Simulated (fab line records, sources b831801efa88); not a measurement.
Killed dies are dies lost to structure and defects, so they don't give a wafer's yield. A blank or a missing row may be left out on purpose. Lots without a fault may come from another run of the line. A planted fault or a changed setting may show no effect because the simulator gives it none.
fab line records | flow sky130
record lots=6 wafers=18 last_day=50
route steps=708 shown METAL4@621 PAD_OPEN@708
lots that met no fault: from a run of the same line without faults
start_h: hours from the record's first day to the start of the lot's first wafer shown | wait_h: hours since the lot's step before | " the same as in the row above | L1.1+2: a row that stands for several wafers | - no value, or no start given | * or withheld: withheld | < > ~ a bound
route shown NAME@n: a module of which the file shows steps, and the number in the route of the first | usual: mean/standard deviation of fault-free wafers | same: alike in all rows | chamber/n: place in a boat | sites: the reading at each site | _std_site: their standard deviation | _edge_site: outer sites' mean less inner sites' | radius_mm: how far each site lies from the wafer's centre | mask NAME#n: copy n | behind: the tool/chamber that last shaped the wafer | hold: why the lot was held/for how many hours/how that ended | device: the transistor (n, p or np) that didn't switch | end of line: the same wafers' tests at the end of the route | a step without rows: its recipe alone | killed: dies lost to structure and defects at the first sort, not the wafer's yield | map: a wafer's dies, x killed, . not, _ none there
set.NAME: the setting as run; set.NAME@STEP: as run at that earlier step | model.NAME: the simulator's own value behind a step, which no gauge read
lots at some steps of the route; a table a step, a row a wafer
services: from which hour (start_h, from the record's first day; less than 0 if before it) a tool's chamber was out of use, for how many hours, and why
## steps
# step SKY_METAL4_DEHYDRATE_05
# recipe temp_c=200 time_s=60
# step SKY_METAL4_HMDS_06
# recipe prime_time_s=60 prime_temp_c=120
# step SKY_METAL4_COAT_07
# recipe resist=BARC temp_c=withheld time_s=withheld spin_rpm=3000 resist_thk_nm=60
# step SKY_METAL4_COAT_08
# recipe resist=KrF-thick spin_rpm=3000 resist_thk_nm=1140
# step SKY_METAL4_SOFTBAKE_09
# recipe temp_c=100 time_s=90 resist=KrF-thick
# step SKY_METAL4_EXPOSE_10
# recipe mask_id=MM4 na=0.68 source_shape=annular sigma_inner=0.4 sigma_outer=0.8 target_cd_nm=300 dose_mj=28
# step SKY_METAL4_PEB_11
# recipe peb_temp_c=withheld peb_time_s=withheld resist=KrF-thick
# step SKY_METAL4_DEVELOP_12
# recipe develop_time_s=60 resist=KrF-thick dev_temp_c=21
# step SKY_METAL4_CD_MEAS_13
# recipe target_cd_nm=300
# usual cd_nm=300.8/1.5
# columns lot.wafer tool chamber start_h wait_h cd_nm
L361.1 cd_sem-02 - 1002.56 - 300.1
L361.5 " - " " 299.0
L361.6 " - " " 299.8
L362.1 cd_sem-02 - 1014.15 - 301.4
L362.4 " - " " 300.2
L362.6 " - " " 300.0
L367.2 cd_sem-02 - 1047.77 - 298.7
L367.3 " - " " 299.9
L367.6 " - " " 299.2
L370.1 cd_sem-01 - 1074.31 - 300.6
L370.3 " - " " 302.1
L370.5 " - " " 300.7
L371.1 cd_sem-01 - 1075.01 - 301.2
L371.2 " - " " 301.4
L371.5 " - " " 301.2
L379.3 cd_sem-02 - 1114.91 - 301.0
L379.5 " - " " 301.6
L379.6 " - " " 300.9
# step SKY_METAL4_OVL_MEAS_14
# usual METAL4_OVL=1/5.5
# columns lot.wafer tool chamber start_h wait_h METAL4_OVL[nm]
L361.1 overlay-02 - 1002.68 0.1 -7
L361.5 " - " " -15
L361.6 " - " " -12
L362.1 overlay-02 - 1014.27 0.1 4
L362.4 " - " " 6
L362.6 " - " " 6
L367.2 overlay-02 - 1047.87 0.1 14
L367.3 " - " " 8
L367.6 " - " " 17
L370.1 overlay-02 - 1074.43 0.1 -1
L370.3 " - " " -1
L370.5 " - " " -3
L371.1 overlay-02 - 1075.13 0.1 -3
L371.2 " - " " 1
L371.5 " - " " 0
L379.3 overlay-01 - 1115.00 0.1 -3
L379.5 " - " " 2
L379.6 " - " " -2
# step SKY_METAL4_DESCUM_15
# recipe chemistry=O2 source_power_w=150 bias_power_w=0 pressure_mtorr=10 temp_c=40 time_s=8
# usual drypump_motor_current_A=5.6/0.41 oes_product_au=0.998/0.012
# columns lot.wafer tool chamber start_h wait_h drypump_motor_current_A oes_product_au rf_hours_counter_h
L361.1 rie_metal-03 0 1002.72 0.0 5.9 1.022 17
L361.5 " 0 " " 5.9 1.016 -
L361.6 " 1 " " 5.5 0.991 -
L362.1 rie_metal-01 1 1014.31 0.0 6.0 1.003 6
L362.4 " 1 " " 6.0 1.005 -
L362.6 " 1 " " 6.0 1.014 -
L367.2 rie_metal-01 1 1047.90 0.0 6.0 1.017 8
L367.3 " 1 " " 6.0 1.011 -
L367.6 " 1 " " 6.0 1.012 -
L370.1 rie_metal-04 1 1074.47 0.0 5.8 0.997 20
L370.3 " 1 " " 5.7 0.992 -
L370.5 " 1 " " 5.8 0.989 -
L371.1 rie_metal-04 0 1075.17 0.0 5.9 0.996 23
L371.2 " 1 " " 5.8 0.985 21
L371.5 " 1 " " 5.8 0.982 -
L379.3 rie_metal-03 0 1115.03 0.0 5.9 1.002 -
L379.5 " 0 " " 5.9 1.003 -
L379.6 " 1 " " 5.4 0.981 -
# step SKY_METAL4_ETCH_16
# recipe chemistry=N2/H2 target=BARC ion_energy_ev=200 bias_w=100 pressure_mtorr=30 n2_flow_sccm=100 h2_flow_sccm=200 icp_w=500 stop_on=SiO2 time_s=88.2 target_depth_a=600
# usual bias_w=100.0/0.31 drypump_motor_current_A=5.6/0.41 oes_product_au=0.626/0.0044 throttle_valve_pct=13.205/0.011
# columns lot.wafer tool chamber start_h wait_h bias_w drypump_motor_current_A oes_product_au rf_hours_counter_h throttle_valve_pct
L361.1 rie_metal-03 0 1002.75 0.0 100.3 5.9 0.624 17 13.196
L361.5 " 0 " " 100.0 5.9 0.625 - 13.182
L361.6 " 1 " " 99.6 5.5 0.628 - 13.217
L362.1 rie_metal-01 1 1014.34 0.0 99.1 6.0 0.629 6 13.197
L362.4 " 1 " " 99.8 6.0 0.630 - 13.204
L362.6 " 1 " " 99.9 6.0 0.632 - 13.189
L367.2 rie_metal-01 1 1047.93 0.0 99.6 6.0 0.625 8 13.201
L367.3 " 1 " " 99.8 6.0 0.634 - 13.178
L367.6 " 1 " " 99.6 6.0 0.628 - 13.215
L370.1 rie_metal-04 1 1074.50 0.0 100.2 5.8 0.638 20 13.208
L370.3 " 1 " " 100.0 5.8 0.630 - 13.209
L370.5 " 1 " " 99.6 5.8 0.626 - 13.187
L371.1 rie_metal-04 0 1075.20 0.0 99.9 5.9 0.625 23 13.196
L371.2 " 1 " " 100.2 5.8 0.634 21 13.185
L371.5 " 1 " " 100.3 5.7 0.626 - 13.211
L379.3 rie_metal-03 0 1115.09 0.0 100.1 5.9 0.622 - 13.192
L379.5 " 0 " " 100.5 5.9 0.621 - 13.198
L379.6 " 1 " " 100.1 5.5 0.627 - 13.204
# step SKY_METAL4_ETCH_17
# recipe target=SiO2 stop_on=TiN chemistry=C4F8/O2/Ar source_w=1500 bias_w=1200 pressure_mtorr=40 c4f8_flow_sccm=withheld O2_flow_sccm=6 Ar_flow_sccm=300 time_s=3.9 target_depth_a=150
# usual bias_w=1200/3.4 oes_product_au=0.754/0.0069
# columns lot.wafer tool chamber start_h wait_h bias_w oes_product_au rf_hours_counter_h
L361.1 rie_diel-03 0 1002.85 0.1 1199 0.755 11
L361.5 " 3 " " 1202 0.752 -
L361.6 " 0 " " 1202 0.750 -
L362.1 rie_diel-04 2 1014.44 0.1 1204 0.752 24
L362.4 " 1 " " 1202 0.766 16
L362.6 " 3 " " 1206 0.762 -
L367.2 rie_diel-04 3 1048.03 0.1 1199 0.692 11
L367.3 " 0 " " 1196 0.689 13
L367.6 " 2 " " 1197 0.691 -
L370.1 rie_diel-04 0 1074.60 0.1 1204 0.688 14
L370.3 " 2 " " 1195 0.691 26
L370.5 " 3 " " 1193 0.701 -
L371.1 rie_diel-03 1 1075.30 0.1 1200 0.746 5
L371.2 " 3 " " 1202 0.756 21
L371.5 " 3 " " 1198 0.745 -
L379.3 rie_diel-01 3 1115.15 0.0 1201 0.748 15
L379.5 " 0 " " 1202 0.754 -
L379.6 " 1 " " 1198 0.762 -
# step SKY_METAL4_METAL_ETCH_18
# recipe target_depth_a=8450 stop_on=SiO2 over_etch_frac=0.3 time_s=183.1 chemistry=Cl2/BCl3 resist_sidewall_deg=88 pressure_mtorr=10 icp_w=900 bias_w=48.5 Cl2_flow_sccm=60 bcl3_flow_sccm=30
# usual bias_w=48.50/0.14 drypump_motor_current_A=5.7/0.39 oes_product_au=0.865/0.0071 throttle_valve_pct=22.265/0.0093
# columns lot.wafer tool chamber start_h wait_h bias_w drypump_motor_current_A oes_product_au rf_hours_counter_h throttle_valve_pct
L361.1 rie_metal-01 1 1002.87 0.0 48.46 6.0 0.875 5 22.283
L361.5 " 1 " " 48.54 6.0 0.854 - 22.267
L361.6 " 0 " " 48.36 4.9 0.869 - 22.276
L362.1 rie_metal-04 1 1014.46 0.0 48.57 5.8 0.853 18 22.257
L362.4 " 0 " " 48.56 5.9 0.866 - 22.259
L362.6 " 1 " " 48.59 5.8 0.869 - 22.264
L367.2 rie_metal-03 0 1048.05 0.0 48.54 5.9 0.866 19 22.264
L367.3 " 1 " " 48.44 5.5 0.866 - 22.254
L367.6 " 0 " " 48.63 5.9 0.874 - 22.256
L370.1 rie_metal-01 0 1074.62 0.0 48.57 4.9 0.868 7 22.265
L370.3 " 0 " " 48.51 4.9 0.863 - 22.264
L370.5 " 1 " " 48.56 6.0 0.871 - 22.266
L371.1 rie_metal-01 1 1075.32 0.0 48.77 6.0 0.860 10 22.256
L371.2 " 0 " " 48.39 4.9 0.857 8 22.255
L371.5 " 1 " " 48.70 6.0 0.860 - 22.267
L379.3 rie_metal-04 1 1115.23 0.1 48.34 5.8 0.863 - 22.262
L379.5 " 0 " " 48.62 5.9 0.860 - 22.271
L379.6 " 1 " " 48.64 5.7 0.859 - 22.248
# step SKY_PAD_OPEN_PROBE_99
# usual defect_limited_yield=82.4/1.9 killed_at_M0_to_M3=44/7.2 killed_at_M4_up=3.1/1.8 killed_at_contacts=25/5.2 killed_at_front_end=15/3.9 killed_at_other=0.2/0.5 killed_dies=86/9.5 killed_open=47/7.3 killed_short=40/6 sort_bin_3_pad_short=0.8/0.44 sort_bin_5_function=10.4/1.5 sort_bin_6_memory=6.3/1.1 sort_n_pass=406/9.5 sort_yield_pct=82.4/1.9
# same gross_dies=492 killed_at_back_side=0 sort_bin_4_leakage[%]=0 sort_bin_8_speed[%]=0
# columns lot.wafer tool chamber start_h wait_h defect_limited_yield[%] killed_at_M0_to_M3 killed_at_M4_up killed_at_contacts killed_at_front_end killed_at_other killed_dies killed_open killed_short sort_bin_3_pad_short[%] sort_bin_5_function[%] sort_bin_6_memory[%] sort_n_pass sort_yield_pct[%]
L361.1 prober-02 - 1095.58 0.1 83.5 38 5 18 20 0 81 35 46 0.8 9.3 6.3 411 83.5
L361.5 prober-02 - 1095.78 0.2 78.3 52 8 30 17 0 107 58 49 0.6 15.2 5.9 385 78.3
L361.6 prober-02 - 1095.83 0.2 83.1 46 1 19 17 0 83 41 42 1.0 8.7 7.1 409 83.1
L367.2 prober-01 - 1134.87 0.1 85.2 35 4 20 14 0 73 33 40 0.8 8.3 5.7 419 85.2
L367.3 prober-01 - 1134.92 0.2 84.3 39 2 27 9 0 77 41 36 0.2 10.0 5.5 415 84.3
L367.6 prober-01 - 1135.07 0.2 83.9 37 4 25 13 0 79 48 31 0.4 10.8 4.9 413 83.9
L371.1 prober-01 - 1157.89 0.1 78.9 58 1 32 12 1 104 63 41 0.6 11.8 8.7 388 78.9
L371.2 prober-01 - 1157.94 0.1 80.3 43 4 31 19 0 97 53 44 0.6 11.0 8.1 395 80.3
L371.5 prober-01 - 1158.09 0.2 80.1 52 1 27 18 0 98 59 39 0.6 11.8 7.5 394 80.1
# killed by level:class
L361.1 FIELD_ISO:geometric_particle:short=6 VIA1:geometric_particle:open=6 VIA3:geometric_particle:open=6 METAL2:geometric_particle:short=6 VIA2:geometric_particle:open=5 POLY_GATE:geometric_particle:short=5 LI_CONTACT:geometric_particle:open=5 CONTACT:geometric_particle:open=4
L361.5 CONTACT:geometric_particle:open=13 VIA1:geometric_particle:open=13 METAL1:geometric_particle:short=8 VIA1:geometric_particle:short=7 LI_CONTACT:geometric_particle:open=6 METAL2:geometric_particle:short=5 VIA3:geometric_particle:open=5 LOCAL_INTERCONNECT:geometric_particle:short=4
L361.6 VIA1:geometric_particle:open=12 VIA3:geometric_particle:open=8 CONTACT:geometric_particle:open=7 METAL2:geometric_particle:short=7 METAL1:geometric_particle:short=5 METAL3:geometric_particle:short=5 POLY_GATE:geometric_particle:short=4 SPACER:geometric_particle:open=4
L367.2 LI_CONTACT:geometric_particle:open=8 FIELD_ISO:geometric_particle:short=6 VIA1:geometric_particle:open=6 VIA2:geometric_particle:open=6 CONTACT:geometric_particle:open=5 VIA1:geometric_particle:short=5 LOCAL_INTERCONNECT:geometric_particle:short=4 METAL1:geometric_particle:short=4
L367.3 LI_CONTACT:geometric_particle:open=10 CONTACT:geometric_particle:open=8 METAL1:geometric_particle:short=8 VIA3:geometric_particle:open=8 LI_CONTACT:geometric_particle:short=5 VIA1:geometric_particle:open=5 VIA1:geometric_particle:short=5 FIELD_ISO:geometric_particle:open=4
L367.6 CONTACT:geometric_particle:open=10 VIA1:geometric_particle:open=9 VIA2:geometric_particle:open=9 FIELD_ISO:geometric_particle:open=5 LI_CONTACT:geometric_particle:open=5 LOCAL_INTERCONNECT:geometric_particle:short=5 VIA2:geometric_particle:short=4 METAL1:geometric_particle:short=4
L371.1 VIA1:geometric_particle:open=18 LI_CONTACT:geometric_particle:open=10 VIA3:geometric_particle:open=10 CONTACT:geometric_particle:open=9 CONTACT:geometric_particle:short=7 VIA2:geometric_particle:short=7 LOCAL_INTERCONNECT:geometric_particle:short=5 VIA1:geometric_particle:short=5
L371.2 VIA1:geometric_particle:open=11 CONTACT:geometric_particle:open=10 LI_CONTACT:geometric_particle:open=9 VIA2:geometric_particle:open=8 METAL1:geometric_particle:short=7 FIELD_ISO:geometric_particle:open=6 LOCAL_INTERCONNECT:geometric_particle:short=5 VIA1:geometric_particle:short=5
L371.5 VIA1:geometric_particle:open=19 CONTACT:geometric_particle:open=8 CONTACT:geometric_particle:short=6 LI_CONTACT:geometric_particle:open=6 VIA3:geometric_particle:open=6 METAL1:geometric_particle:short=6 VIA1:geometric_particle:short=6 FIELD_ISO:geometric_particle:open=5
## services
# columns tool chamber start_h hours kind
rie_diel-03 1 990.32 1.9 repair
rie_diel-04 1 1017.73 36.8 repair
rie_metal-04 1 1030.04 22.0 repair
rie_diel-01 2 1045.43 4.3 repair
rie_diel-03 0 1050.03 9.2 repair
rie_diel-01 - 1070.07 0.9 repair
rie_diel-01 0 1077.18 3.7 repair
rie_metal-03 - 1105.54 1.4 pm
rie_diel-03 1 1105.61 26.6 repair
rie_diel-01 1 1108.35 2.4 repair
## key
first_sign step=SKY_METAL4_ETCH_17 reading=oes_product_au direction=down sigmas=9 usual=0.754 struck=0.692
effect none on later readings
met_at SKY_METAL4_ETCH_17
struck_wafers L367.2,L367.3,L367.6,L370.1,L370.3,L370.5
onset_between 1014.44 1048.03
fault kind=process_parameter_drift tool=rie_diel-04 chamber=- onset_h=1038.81 steps=SKY_METAL4_ETCH_17 channel=time_s offset=* shape=step end_h=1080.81 acts_in=* stated=*
